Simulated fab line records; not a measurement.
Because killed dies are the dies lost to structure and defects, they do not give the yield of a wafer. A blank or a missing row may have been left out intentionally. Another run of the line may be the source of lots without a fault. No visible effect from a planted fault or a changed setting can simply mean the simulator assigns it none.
One fault through the eyes of 2 desks + flow gf180mcu + what lay behind the numbers comes last; until then each desk has only its own

THE TOOL OWNER'S DESK: litho-track-01
The tool's own readings at GF_HV_LDD_DEVELOP_18 (develop time 60 s): means of the sampled wafers that have a number, for each lot that ran on this tool. Marked OUT: a lot whose mean sits more than 4 standard deviations from the usual mean, which makes it out of limits; the brackets give that distance.
Columns: A = resist-line-temp-C at GF_HV_LDD_DEVELOP_18, usual 22.98 C
| lot  | first seen here | A     |
|------|-----------------|-------|
| L112 | day 12 08:32    | 23.01 |
| L117 | day 13 22:58    | 22.92 |
| L121 | day 15 04:04    | 22.89 |
| L125 | day 16 03:22    | 22.82 |
| L126 | day 16 12:13    | 22.94 |
| L127 | day 16 22:22    | 22.97 |
Result from this desk: across the 6 lots, nothing is out of limits.

METROLOGY DESK
What the gauges read for every lot (on any tool): the sampled wafers with a number, averaged. Marked OUT: a lot whose mean sits more than 4 standard deviations from the usual mean, which makes it out of limits; the brackets give that distance.
Columns: A = cd-nm at GF_STI_CD_MEAS_12, usual 220.2 nm
| lot  | first seen here | A     |
|------|-----------------|-------|
| L108 | day 2 01:58     | 220.9 |
| L109 | day 2 06:56     | 219.4 |
| L111 | day 2 17:01     | 221.0 |
| L112 | day 2 22:48     | 220.8 |
| L113 | day 3 03:25     | 220.3 |
| L114 | day 3 08:29     | 220.4 |
| L115 | day 3 13:19     | 218.9 |
| L117 | day 4 01:16     | 219.4 |
| L118 | day 4 04:58     | 220.4 |
| L121 | day 4 21:37     | 217.9 |
| L125 | day 5 18:26     | 220.3 |
| L126 | day 5 22:46     | 220.9 |
| L127 | day 6 02:52     | 219.0 |
| L129 | day 6 13:28     | 217.7 |
| L131 | day 7 02:16     | 220.1 |
Result from this desk: across the 15 lots, nothing is out of limits.

ALL TOGETHER
The tool owner's desk saw nothing out of limits.
Metrology desk: nothing out of limits seen.

WHAT THE SIMULATOR HAD INSERTED
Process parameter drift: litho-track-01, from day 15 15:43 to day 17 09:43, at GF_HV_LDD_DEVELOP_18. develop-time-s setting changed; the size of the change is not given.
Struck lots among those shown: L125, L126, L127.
